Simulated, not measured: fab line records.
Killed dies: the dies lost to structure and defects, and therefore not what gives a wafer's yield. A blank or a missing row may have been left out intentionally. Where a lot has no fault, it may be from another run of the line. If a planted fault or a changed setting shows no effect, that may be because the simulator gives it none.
Which tool was responsible? -- flow gf180mcu -- 13 lots, 39 wafers sampled, at 3 steps of a route of 602

## WHAT EACH GAUGE READ, for each wafer
GF_PSD_OVL_MEAS_08. Usual: for PSD_OVL the level is -1.4 nm and the standard deviation is 1.2.
lot,measured,on,PSD_OVL (nm),flag
L392,day 14 09:11,overlay-01,-2.8 -1.5 -1.7,
L393,day 14 18:46,overlay-02,-3.0 -2.2 -1.0,
L395,day 15 11:52,overlay-01,-0.6 -1.8 -1.8,
L396,day 16 00:50,overlay-01,0.6 -2.0 -1.6,
L397,day 16 03:05,overlay-02,-1.0 -5.6 -1.9,
L402,day 18 03:37,overlay-02,-0.5 -1.0 -3.5,
L404,day 18 18:40,overlay-02,-0.6 -0.4 -1.2,
L405,day 19 02:34,overlay-01,-1.7 -2.7 -0.5,
L409,day 20 19:56,overlay-01,-1.5 -0.5 0.0,
L410,day 21 00:07,overlay-01,-2.2 -1.2 -0.7,
L412,day 21 17:47,overlay-02,-1.0 -0.2 -1.6,
L413,day 22 01:46,overlay-01,0.5 -2.9 -0.9,
L414,day 22 11:29,overlay-01,-0.7 -2.0 -0.1,

GF_PSD_TW_MEAS_11. Usual: for PSD_TW the level is 3185 and the standard deviation is 19.
lot,measured,on,PSD_TW,flag
L392,day 14 09:29,film metro-04,3193 3205 3206,
L393,day 14 19:04,film metro-03,3188 3197 3189,
L395,day 15 12:10,film metro-03,3204 3222 3200,
L396,day 16 01:08,film metro-03,3198 3204 3203,
L397,day 16 03:23,film metro-02,3158 3163 3156,
L402,day 18 03:55,film metro-03,3216 3204 3199,
L404,day 18 18:58,film metro-03,3177 3199 3190,
L405,day 19 02:52,film metro-04,3205 3214 3204,
L409,day 20 20:13,film metro-02,3175 3187 3197,
L410,day 21 00:25,film metro-03,3203 3185 3192,
L412,day 21 18:05,film metro-02,3162 3163 3175,
L413,day 22 02:04,film metro-02,3161 3151 3167,
L414,day 22 11:46,film metro-02,3171 3180 3166,

GF_SAB_OVL_MEAS_10. Usual: for SAB_OVL the level is 0.6 nm and the standard deviation is 1.4.
lot,measured,on,SAB_OVL (nm),flag
L392,day 15 07:08,overlay-02,-0.6 -0.4 0.6,
L393,day 15 17:16,overlay-01,2.8 0.7 1.0,
L395,day 16 11:04,overlay-02,-0.6 0.5 1.2,
L396,day 17 00:14,overlay-02,0.7 1.3 1.4,
L397,day 17 02:44,overlay-01,2.3 1.3 1.6,
L402,day 19 04:16,overlay-02,0.4 5.6 4.2,
L404,day 19 20:20,overlay-02,0.9 0.2 2.8,
L405,day 20 03:26,overlay-01,-0.2 -2.0 -1.8,
L409,day 21 20:47,overlay-01,2.6 -2.3 -0.2,
L410,day 22 00:14,overlay-01,1.5 -0.8 0.3,
L412,day 22 18:06,overlay-01,0.3 -0.2 3.0,
L413,day 23 01:38,overlay-01,0.5 0.6 2.6,
L414,day 23 11:08,overlay-02,-0.3 0.5 0.1,

## WHICH TOOL RAN EACH LOT (tool, then ch and the chambers of the sampled wafers, then the start)
Before these readings, the record contains no process step.

## AS READ BY THE TOOLS THEMSELVES (means over the sampled wafers that have a number; for cases with no such wafer, the mark the record gives instead)
The record holds no such reading with a usual standard deviation.

## THE ANSWER, worked out from the rows above alone
Rule: lot off if the mean of its wafers having a number is beyond 3 standard deviations from the usual mean. Also off: a lot with no number at a reading for which 4 or more lots have one. The other lots that the step has rows for count as sound. Order of review: gauges by route order, followed by the tools' own readings, for which a lot's mean as printed above is used. At the first step where some lot is off, the reading lying furthest off is the one used; lots without a number count as furthest.
Nothing can be told from this: no lot is off at any reading shown.

## WHAT HAD BEEN PUT IN BY THE SIMULATOR
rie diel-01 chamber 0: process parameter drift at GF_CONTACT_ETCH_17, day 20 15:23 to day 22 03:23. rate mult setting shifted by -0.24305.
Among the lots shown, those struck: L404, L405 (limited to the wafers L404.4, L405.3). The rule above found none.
